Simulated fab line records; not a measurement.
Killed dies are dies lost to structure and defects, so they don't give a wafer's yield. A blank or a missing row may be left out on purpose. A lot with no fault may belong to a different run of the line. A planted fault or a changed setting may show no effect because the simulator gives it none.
Struck lot and sound lot, side by side	flow gf180mcu	14 steps out of a route of 602
Sound: these wafers, L238.1, L238.4, L238.6. Wafers L227.2, L227.4, L227.6 were the ones struck. Last of all comes the cause.
At each step with rows: each side's tool, then ch and its chambers, then its first start. Under that, the readings that differ: sound wafers	struck wafers	difference of the means	sigmas: that difference in standard deviations of wafers without a fault.
alike: same words and numbers on both sides, and readings whose means sit less than 2 such deviations apart. not compared: any withheld reading, any reading some wafer has no value for, any bound like >300 that may hide the same value, and any number with overlapping values for which the record gives no deviation.
The two part at a step that has a row with sigmas, a row that says differs or no value, or rows on one side only. Numbers that don't overlap but have no deviation are shown without sigmas and don't part them. Lack of a reading on every wafer of one side parts them only where that side has two or more wafers.

GF_V1_CMP_26: polishes, stops on SiO2, t overpolish 15 s, target thk 0 nm.
  sound on cmp-01 ch 2,3, day 23 02:25; struck on cmp-02 ch 0,2,3, day 19 04:59
  alike: motor current A, overpolish run s, time to endpoint s
then, 1 step without rows for these wafers: GF_M2_SPUTTER_00 (material Ti, target thk 37.5 nm, time 150 s).
GF_M2_SPUTTER_01: material TiN, target thk 30 nm, time 25 s.
  struck on pvd sputter-02, day 19 05:17; sound on pvd sputter-04, day 23 02:49
  alike: throttle valve pct
GF_M2_SPUTTER_02: material AlCu, target thk 450 nm, time 23.9 s.
  struck on pvd sputter-02, day 19 05:19; sound on pvd sputter-04, day 23 02:51
  alike: throttle valve pct
GF_M2_SPUTTER_03: material Ti, target thk 10 nm, time 6.7 s.
  struck on pvd sputter-02, day 19 05:20; sound on pvd sputter-04, day 23 02:53
  alike: throttle valve pct
GF_M2_SPUTTER_04: material TiN, target thk 50 nm, time 41.7 s.
  struck on pvd sputter-02, day 19 05:22; sound on pvd sputter-04, day 23 02:54
  alike: throttle valve pct
GF_M2_RS_MEAS_05: uses a four-point probe to measure.
  struck on film metro-03, day 19 05:25; sound on film metro-03, day 23 02:56
  alike: M2_ALCU_RS
GF_M2_THK_MEAS_06: measures by xrf.
  struck on film metro-03, day 19 05:32; sound on film metro-03, day 23 03:04
  alike: M2_ALCU_THK
then, 4 steps without rows for these wafers: GF_M2_DEHYDRATE_07 (time 60 s); GF_M2_HMDS_08 (prime time 60 s); GF_M2_COAT_09 (resist thk 1000 nm); GF_M2_SOFTBAKE_10 (time 60 s).
GF_M2_EXPOSE_11: exposes mask Metal2, target cd 280 nm.
  sound on krf scanner-01 ch 0, day 23 14:32; struck on krf scanner-01, day 19 18:29
  no value came back on the struck wafers for exposure dose mJ cm2, focus offset nm (nm); on the sound wafers exposure dose mJ cm2 reads 28.000 28.002 28.001
  alike: mask
then, 1 step without rows for these wafers: GF_M2_PEB_12 (peb time 90 s).

## WHERE THEY PART
Only at GF_M2_EXPOSE_11, as far as this record shows.

WHY: what had been put in by the simulator
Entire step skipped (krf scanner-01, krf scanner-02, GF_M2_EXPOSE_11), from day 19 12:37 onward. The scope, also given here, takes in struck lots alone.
